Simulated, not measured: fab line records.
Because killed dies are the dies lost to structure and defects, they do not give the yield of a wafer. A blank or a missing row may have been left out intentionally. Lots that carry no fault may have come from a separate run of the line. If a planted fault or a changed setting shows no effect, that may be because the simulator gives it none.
Which tool is to blame? / flow sky130 / 15 lots, 45 wafers sampled, at 4 steps of a route of 708

== WHAT THE GAUGES SHOWED, per wafer ==
SKY_VT_ADJUST_LVTN_TW_MEAS_21.
lot=L569; measured=day 7 19:53; on=film_metro-01; VT_ADJUST_LVTN_2_TW=186.7 185.6 187.1
lot=L570; measured=day 8 07:54; on=film_metro-03; VT_ADJUST_LVTN_2_TW=186.4 186.2 185.9
lot=L571; measured=day 9 07:21; on=film_metro-03; VT_ADJUST_LVTN_2_TW=29.8 29.8 29.7
lot=L572; measured=day 9 11:13; on=film_metro-01; VT_ADJUST_LVTN_2_TW=29.6 29.6 29.7
lot=L573; measured=day 9 13:40; on=film_metro-04; VT_ADJUST_LVTN_2_TW=30.3 30.2 30.3
lot=L574; measured=day 10 01:33; on=film_metro-04; VT_ADJUST_LVTN_2_TW=191.2 191.0 190.4
lot=L581; measured=day 12 01:35; on=film_metro-04; VT_ADJUST_LVTN_2_TW=190.1 191.1 190.2
lot=L582; measured=day 12 02:40; on=film_metro-04; VT_ADJUST_LVTN_2_TW=190.9 190.2 190.5
lot=L583; measured=day 12 08:34; on=film_metro-01; VT_ADJUST_LVTN_2_TW=188.0 186.9 187.8
lot=L584; measured=day 12 15:52; on=film_metro-01; VT_ADJUST_LVTN_2_TW=188.3 188.0 188.4
lot=L585; measured=day 12 17:34; on=film_metro-03; VT_ADJUST_LVTN_2_TW=187.4 186.3 187.4
lot=L586; measured=day 12 19:54; on=film_metro-01; VT_ADJUST_LVTN_2_TW=187.6 188.0 187.7
lot=L588; measured=day 13 09:56; on=film_metro-04; VT_ADJUST_LVTN_2_TW=191.1 190.7 190.4
lot=L590; measured=day 14 00:00; on=film_metro-01; VT_ADJUST_LVTN_2_TW=186.4 186.5 186.1
lot=L591; measured=day 14 07:40; on=film_metro-01; VT_ADJUST_LVTN_2_TW=186.7 185.7 186.6

SKY_CONTACT_THK_MEAS_01.
lot=L569; measured=day 30 16:48; on=film_metro-02; CONTACT_CVD_00_THK (nm)=73.7 73.8 75.9
lot=L570; measured=day 31 05:38; on=film_metro-01; CONTACT_CVD_00_THK (nm)=73.3 74.9 75.4
lot=L571; measured=day 32 06:31; on=film_metro-02; CONTACT_CVD_00_THK (nm)=73.2 74.1 75.6
lot=L572; measured=day 32 15:16; on=film_metro-02; CONTACT_CVD_00_THK (nm)=74.2 74.8 75.0
lot=L573; measured=day 33 01:05; on=film_metro-01; CONTACT_CVD_00_THK (nm)=72.9 74.0 73.7
lot=L574; measured=day 33 10:35; on=film_metro-02; CONTACT_CVD_00_THK (nm)=75.4 75.8 76.0
lot=L581; measured=day 35 14:08; on=film_metro-03; CONTACT_CVD_00_THK (nm)=73.9 74.7 74.5
lot=L582; measured=day 35 16:41; on=film_metro-03; CONTACT_CVD_00_THK (nm)=73.6 73.8 75.3
lot=L583; measured=day 35 21:59; on=film_metro-02; CONTACT_CVD_00_THK (nm)=74.6 73.1 74.6
lot=L584; measured=day 36 01:59; on=film_metro-02; CONTACT_CVD_00_THK (nm)=73.2 74.5 73.8
lot=L585; measured=day 36 03:35; on=film_metro-02; CONTACT_CVD_00_THK (nm)=75.2 75.3 76.7
lot=L586; measured=day 36 07:23; on=film_metro-02; CONTACT_CVD_00_THK (nm)=73.1 74.5 74.9
lot=L588; measured=day 37 02:17; on=film_metro-02; CONTACT_CVD_00_THK (nm)=74.2 75.5 75.0
lot=L590; measured=day 37 16:15; on=film_metro-01; CONTACT_CVD_00_THK (nm)=75.0 74.6 74.5
lot=L591; measured=day 37 18:14; on=film_metro-01; CONTACT_CVD_00_THK (nm)=73.4 75.4 75.3

== EACH LOT AND THE TOOL THAT RAN IT (in order: tool; ch and the chambers of the sampled wafers; start) ==
lot=L569; SKY_VT_ADJUST_LVTN_STRIP_09=plasma_asher-02 ch 0,1, day 7 00:16; SKY_VT_ADJUST_LVTN_STRIP_20=plasma_asher-04 ch 0,1, day 7 19:46
lot=L570; SKY_VT_ADJUST_LVTN_STRIP_09=plasma_asher-04 ch 0,1, day 7 11:36; SKY_VT_ADJUST_LVTN_STRIP_20=plasma_asher-04 ch 0,1, day 8 07:48
lot=L571; SKY_VT_ADJUST_LVTN_STRIP_09=plasma_asher-02 ch 0,1, day 8 09:39; SKY_VT_ADJUST_LVTN_STRIP_20=plasma_asher-01 ch 0,1, day 9 07:15
lot=L572; SKY_VT_ADJUST_LVTN_STRIP_09=plasma_asher-01 ch 0,1, day 8 13:49; SKY_VT_ADJUST_LVTN_STRIP_20=plasma_asher-04 ch 0,1, day 9 11:07
lot=L573; SKY_VT_ADJUST_LVTN_STRIP_09=plasma_asher-02 ch 0,1, day 8 15:46; SKY_VT_ADJUST_LVTN_STRIP_20=plasma_asher-02 ch 0,1, day 9 13:35
lot=L574; SKY_VT_ADJUST_LVTN_STRIP_09=plasma_asher-02 ch 0,1, day 9 02:55; SKY_VT_ADJUST_LVTN_STRIP_20=plasma_asher-04 ch 0,1, day 10 01:27
lot=L581; SKY_VT_ADJUST_LVTN_STRIP_09=plasma_asher-01 ch 0, day 11 00:51; SKY_VT_ADJUST_LVTN_STRIP_20=plasma_asher-01 ch 0,1, day 12 01:28
lot=L582; SKY_VT_ADJUST_LVTN_STRIP_09=plasma_asher-04 ch 0,1, day 11 01:33; SKY_VT_ADJUST_LVTN_STRIP_20=plasma_asher-02 ch 0,1, day 12 02:34
lot=L583; SKY_VT_ADJUST_LVTN_STRIP_09=plasma_asher-01 ch 0,1, day 11 08:03; SKY_VT_ADJUST_LVTN_STRIP_20=plasma_asher-04 ch 0,1, day 12 08:28
lot=L584; SKY_VT_ADJUST_LVTN_STRIP_09=plasma_asher-02 ch 0,1, day 11 15:27; SKY_VT_ADJUST_LVTN_STRIP_20=plasma_asher-01 ch 0,1, day 12 15:45
lot=L585; SKY_VT_ADJUST_LVTN_STRIP_09=plasma_asher-04 ch 0,1, day 11 17:16; SKY_VT_ADJUST_LVTN_STRIP_20=plasma_asher-02 ch 0,1, day 12 17:28
lot=L586; SKY_VT_ADJUST_LVTN_STRIP_09=plasma_asher-02 ch 0,1, day 11 19:40; SKY_VT_ADJUST_LVTN_STRIP_20=plasma_asher-04 ch 0,1, day 12 19:48
lot=L588; SKY_VT_ADJUST_LVTN_STRIP_09=plasma_asher-02 ch 0,1, day 12 09:09; SKY_VT_ADJUST_LVTN_STRIP_20=plasma_asher-04 ch 0,1, day 13 09:50
lot=L590; SKY_VT_ADJUST_LVTN_STRIP_09=plasma_asher-01 ch 0,1, day 12 22:37; SKY_VT_ADJUST_LVTN_STRIP_20=plasma_asher-04 ch 0,1, day 13 23:54
lot=L591; SKY_VT_ADJUST_LVTN_STRIP_09=plasma_asher-01 ch 0,1, day 13 05:39; SKY_VT_ADJUST_LVTN_STRIP_20=plasma_asher-02 ch 0,1, day 14 07:33
- SKY_VT_ADJUST_LVTN_STRIP_09: strips in O2/N2.
- SKY_VT_ADJUST_LVTN_STRIP_20: strips in O2/N2.

== WHAT THE TOOLS THEMSELVES READ (means of the sampled wafers that have a number; where no wafer has one, the mark that the record gives instead) ==
SKY_VT_ADJUST_LVTN_STRIP_09.
lot=L569; tool=plasma_asher-02; chamber_pressure_mTorr (mTorr)=1499.2; drypump_motor_current_A (A)=5.65; oes_product_au (a.u.)=0.723; strip_time_to_endpoint_s (s)=36.91
lot=L570; tool=plasma_asher-04; chamber_pressure_mTorr (mTorr)=1500.5; drypump_motor_current_A (A)=5.77; oes_product_au (a.u.)=0.722; strip_time_to_endpoint_s (s)=36.97
lot=L571; tool=plasma_asher-02; chamber_pressure_mTorr (mTorr)=-; drypump_motor_current_A (A)=-; oes_product_au (a.u.)=-; strip_time_to_endpoint_s (s)=-
lot=L572; tool=plasma_asher-01; chamber_pressure_mTorr (mTorr)=-; drypump_motor_current_A (A)=-; oes_product_au (a.u.)=-; strip_time_to_endpoint_s (s)=-
lot=L573; tool=plasma_asher-02; chamber_pressure_mTorr (mTorr)=-; drypump_motor_current_A (A)=-; oes_product_au (a.u.)=-; strip_time_to_endpoint_s (s)=-
lot=L574; tool=plasma_asher-02; chamber_pressure_mTorr (mTorr)=1500.1; drypump_motor_current_A (A)=5.78; oes_product_au (a.u.)=0.722; strip_time_to_endpoint_s (s)=36.89
lot=L581; tool=plasma_asher-01; chamber_pressure_mTorr (mTorr)=1499.5; drypump_motor_current_A (A)=5.84; oes_product_au (a.u.)=0.725; strip_time_to_endpoint_s (s)=36.90
lot=L582; tool=plasma_asher-04; chamber_pressure_mTorr (mTorr)=1500.4; drypump_motor_current_A (A)=5.76; oes_product_au (a.u.)=0.720; strip_time_to_endpoint_s (s)=36.97
lot=L583; tool=plasma_asher-01; chamber_pressure_mTorr (mTorr)=1501.6; drypump_motor_current_A (A)=5.78; oes_product_au (a.u.)=0.722; strip_time_to_endpoint_s (s)=36.99
lot=L584; tool=plasma_asher-02; chamber_pressure_mTorr (mTorr)=1499.8; drypump_motor_current_A (A)=5.65; oes_product_au (a.u.)=0.724; strip_time_to_endpoint_s (s)=36.96
lot=L585; tool=plasma_asher-04; chamber_pressure_mTorr (mTorr)=1499.5; drypump_motor_current_A (A)=5.74; oes_product_au (a.u.)=0.719; strip_time_to_endpoint_s (s)=36.99
lot=L586; tool=plasma_asher-02; chamber_pressure_mTorr (mTorr)=1499.6; drypump_motor_current_A (A)=5.76; oes_product_au (a.u.)=0.720; strip_time_to_endpoint_s (s)=36.94
lot=L588; tool=plasma_asher-02; chamber_pressure_mTorr (mTorr)=1499.8; drypump_motor_current_A (A)=5.67; oes_product_au (a.u.)=0.722; strip_time_to_endpoint_s (s)=37.05
lot=L590; tool=plasma_asher-01; chamber_pressure_mTorr (mTorr)=1500.6; drypump_motor_current_A (A)=5.78; oes_product_au (a.u.)=0.718; strip_time_to_endpoint_s (s)=36.85
lot=L591; tool=plasma_asher-01; chamber_pressure_mTorr (mTorr)=1499.5; drypump_motor_current_A (A)=5.79; oes_product_au (a.u.)=0.719; strip_time_to_endpoint_s (s)=37.02

SKY_VT_ADJUST_LVTN_STRIP_20.
lot=L569; tool=plasma_asher-04; chamber_pressure_mTorr (mTorr)=1499.0; drypump_motor_current_A (A)=5.76; oes_product_au (a.u.)=0.719; strip_time_to_endpoint_s (s)=14.17
lot=L570; tool=plasma_asher-04; chamber_pressure_mTorr (mTorr)=1498.9; drypump_motor_current_A (A)=5.76; oes_product_au (a.u.)=0.716; strip_time_to_endpoint_s (s)=14.16
lot=L571; tool=plasma_asher-01; chamber_pressure_mTorr (mTorr)=1499.7; drypump_motor_current_A (A)=5.80; oes_product_au (a.u.)=0.722; strip_time_to_endpoint_s (s)=58.53
lot=L572; tool=plasma_asher-04; chamber_pressure_mTorr (mTorr)=1500.2; drypump_motor_current_A (A)=5.71; oes_product_au (a.u.)=0.732; strip_time_to_endpoint_s (s)=58.52
lot=L573; tool=plasma_asher-02; chamber_pressure_mTorr (mTorr)=1500.8; drypump_motor_current_A (A)=5.67; oes_product_au (a.u.)=0.721; strip_time_to_endpoint_s (s)=58.84
lot=L574; tool=plasma_asher-04; chamber_pressure_mTorr (mTorr)=1497.5; drypump_motor_current_A (A)=5.72; oes_product_au (a.u.)=0.717; strip_time_to_endpoint_s (s)=14.19
lot=L581; tool=plasma_asher-01; chamber_pressure_mTorr (mTorr)=1500.4; drypump_motor_current_A (A)=5.79; oes_product_au (a.u.)=0.711; strip_time_to_endpoint_s (s)=14.19
lot=L582; tool=plasma_asher-02; chamber_pressure_mTorr (mTorr)=1500.1; drypump_motor_current_A (A)=5.65; oes_product_au (a.u.)=0.717; strip_time_to_endpoint_s (s)=14.24
lot=L583; tool=plasma_asher-04; chamber_pressure_mTorr (mTorr)=1500.0; drypump_motor_current_A (A)=5.72; oes_product_au (a.u.)=0.719; strip_time_to_endpoint_s (s)=14.19
lot=L584; tool=plasma_asher-01; chamber_pressure_mTorr (mTorr)=1499.6; drypump_motor_current_A (A)=5.82; oes_product_au (a.u.)=0.718; strip_time_to_endpoint_s (s)=14.17
lot=L585; tool=plasma_asher-02; chamber_pressure_mTorr (mTorr)=1499.3; drypump_motor_current_A (A)=5.65; oes_product_au (a.u.)=0.717; strip_time_to_endpoint_s (s)=14.13
lot=L586; tool=plasma_asher-04; chamber_pressure_mTorr (mTorr)=1500.0; drypump_motor_current_A (A)=5.72; oes_product_au (a.u.)=0.712; strip_time_to_endpoint_s (s)=14.20
lot=L588; tool=plasma_asher-04; chamber_pressure_mTorr (mTorr)=1500.2; drypump_motor_current_A (A)=5.77; oes_product_au (a.u.)=0.716; strip_time_to_endpoint_s (s)=14.19
lot=L590; tool=plasma_asher-04; chamber_pressure_mTorr (mTorr)=1500.9; drypump_motor_current_A (A)=5.79; oes_product_au (a.u.)=0.714; strip_time_to_endpoint_s (s)=14.16
lot=L591; tool=plasma_asher-02; chamber_pressure_mTorr (mTorr)=1501.0; drypump_motor_current_A (A)=5.78; oes_product_au (a.u.)=0.717; strip_time_to_endpoint_s (s)=14.21

== THE ANSWER, worked out from the rows above alone ==
Rule: the usual values come from the lots themselves. Put in order of their means at a reading, lots are off if they are a third of the lots or fewer, leave a main group of 4 or more, and stand apart from it by a gap of 3 or more times the standard deviation of the main group's means; of several such gaps the widest counts. Not used: any main group whose means are identical at the precision the tables above print for the reading. A lot without any number at a reading at which 4 lots or more have one is off too. Where the step has rows for the other lots, those lots are counted as sound. Order of review: gauges by route order, followed by the tools' own readings, for which a lot's mean as printed above is used. At the first step where some lot is off, the reading lying furthest off is the one used; lots without a number count as furthest.
Off: at SKY_VT_ADJUST_LVTN_TW_MEAS_21 (VT_ADJUST_LVTN_2_TW), L571, L572, L573. Mean 188.2 and standard deviation 1.8 in the main group.
If a tool, at a process step before that reading, ran all the lots that are off and no sound lot after the first of them, it fits. The gauges at SKY_VT_ADJUST_LVTN_TW_MEAS_21 aren't tried: what is off there is off at SKY_VT_ADJUST_LVTN_STRIP_09 too, on other tools, and a gauge's error can't cause that. Not one of the candidates tried fits.

== WHAT HAD BEEN PUT IN BY THE SIMULATOR ==
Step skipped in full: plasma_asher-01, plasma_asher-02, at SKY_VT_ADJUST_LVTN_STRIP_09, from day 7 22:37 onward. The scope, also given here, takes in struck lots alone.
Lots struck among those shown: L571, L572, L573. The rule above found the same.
